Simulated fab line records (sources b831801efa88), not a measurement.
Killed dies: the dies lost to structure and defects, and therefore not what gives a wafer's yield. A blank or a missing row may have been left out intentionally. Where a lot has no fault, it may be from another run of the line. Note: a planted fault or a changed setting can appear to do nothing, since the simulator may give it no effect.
What tool caused it? :: flow sky130 :: 6 lots, 18 wafers sampled, at 1 step of a route of 708

WHAT EACH GAUGE READ, for each wafer
SKY_VIA4_THK_MEAS_01.
lot: L593
measured: day 44 08:35
on: film_metro-03
VIA4_HDPCVD_THK (nm): 1749 1754 1740

lot: L597
measured: day 45 09:20
on: film_metro-04
VIA4_HDPCVD_THK (nm): 1729 1752 1762

lot: L600
measured: day 45 23:04
on: film_metro-03
VIA4_HDPCVD_THK (nm): 1750 1716 1724

lot: L602
measured: day 46 16:01
on: film_metro-04
VIA4_HDPCVD_THK (nm): 1757 1769 1712

lot: L605
measured: day 47 14:12
on: film_metro-01
VIA4_HDPCVD_THK (nm): 1727 1738 1711

lot: L604
measured: day 47 16:57
on: film_metro-03
VIA4_HDPCVD_THK (nm): 1715 1684 1725

WHAT TOOL EACH LOT RAN ON (gives the tool, then ch and the chambers of the sampled wafers, and finally the start)
There is no process step in the record ahead of these readings.

THE ANSWER, worked out from the rows above alone
Rule: usual is defined by the lots themselves. The widest of any qualifying gaps counts: lots, ordered by their means at a reading, are off when they make up no more than a third of the lots, leave a main group of 4 or more, and stand apart from it by 3 or more times the standard deviation of that group's means. If all means in a main group match to the digits the tables above print for the reading, that group is not used. A lot without any number at a reading at which 4 lots or more have one is off too. Any other lot the step has rows for is counted as sound.
No lot is off at any reading shown: from this, nothing can be told.

WHAT WAS PUT IN BY THE SIMULATOR
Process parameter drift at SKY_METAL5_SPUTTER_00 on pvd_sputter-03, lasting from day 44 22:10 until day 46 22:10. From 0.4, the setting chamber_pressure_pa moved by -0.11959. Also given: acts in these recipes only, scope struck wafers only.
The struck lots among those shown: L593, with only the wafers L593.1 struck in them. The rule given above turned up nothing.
